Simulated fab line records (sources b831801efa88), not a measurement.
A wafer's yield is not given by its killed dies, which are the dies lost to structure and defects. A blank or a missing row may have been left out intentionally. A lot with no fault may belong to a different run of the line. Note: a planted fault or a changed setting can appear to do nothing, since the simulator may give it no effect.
Chamber matching	flow sky130	SKY_FIELD_ISO_CMP_27 on cmp-02: 4 sister chambers
The step polishes, stops on Si3N4, t overpolish 16 s, target thk 457.8 nm. 8 wafers are shown with their chamber, then 8 later ones without.

WAFERS, EACH WITH ITS CHAMBER
wafer	chamber	motor-current-A (A)	time-to-endpoint-s (s)
L176.6	2	11.2	122
L179.1	3	13.5	112
L180.2	0	13.9	115
L180.5	1	12.4	112
L181.1	0	13.2	115
L181.2	3	13.9	116
L181.4	2	10.5	122
L187.1	1	12.1	108

WAFERS WITH NO CHAMBER GIVEN
wafer	motor-current-A (A)	time-to-endpoint-s (s)
L187.3	11.5	115
L187.4	12.2	112
L189.2	13.6	113
L189.3	13.1	116
L189.5	11.3	119
L190.1	13.0	112
L190.5	13.0	106
L190.6	11.7	117

THE CHAMBER EACH PASSED THROUGH
wafer	from the rows above	in truth
L187.3	can't be placed: 1 or 2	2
L187.4	1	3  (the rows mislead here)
L189.2	can't be placed: 3 or 0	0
L189.3	can't be placed: 0 or 3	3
L189.5	2	2
L190.1	can't be placed: 3 or 0 or 1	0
L190.5	can't be placed: 1 or 3 or 0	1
L190.6	can't be placed: 2 or 1 or 0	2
Correct placement for 1 of the 8. Not placeable from these rows: 6 (in 6, the candidates include the true chamber). Number placed wrongly: 1.
How it was worked out, from the rows above alone: a wafer's distance from a chamber is the root of the sum, over the readings, of the square of ((its reading less the chamber's mean) divided by the reading's scatter). The wafer belongs to the nearest chamber; if the next one is less than 2 further off, it can't be placed. Each chamber's mean is taken over the wafers shown for it. The scatter is the square root of a quotient: the sum, over the shown wafers, of each reading's squared deviation from its chamber's mean, divided by wafers minus chambers.
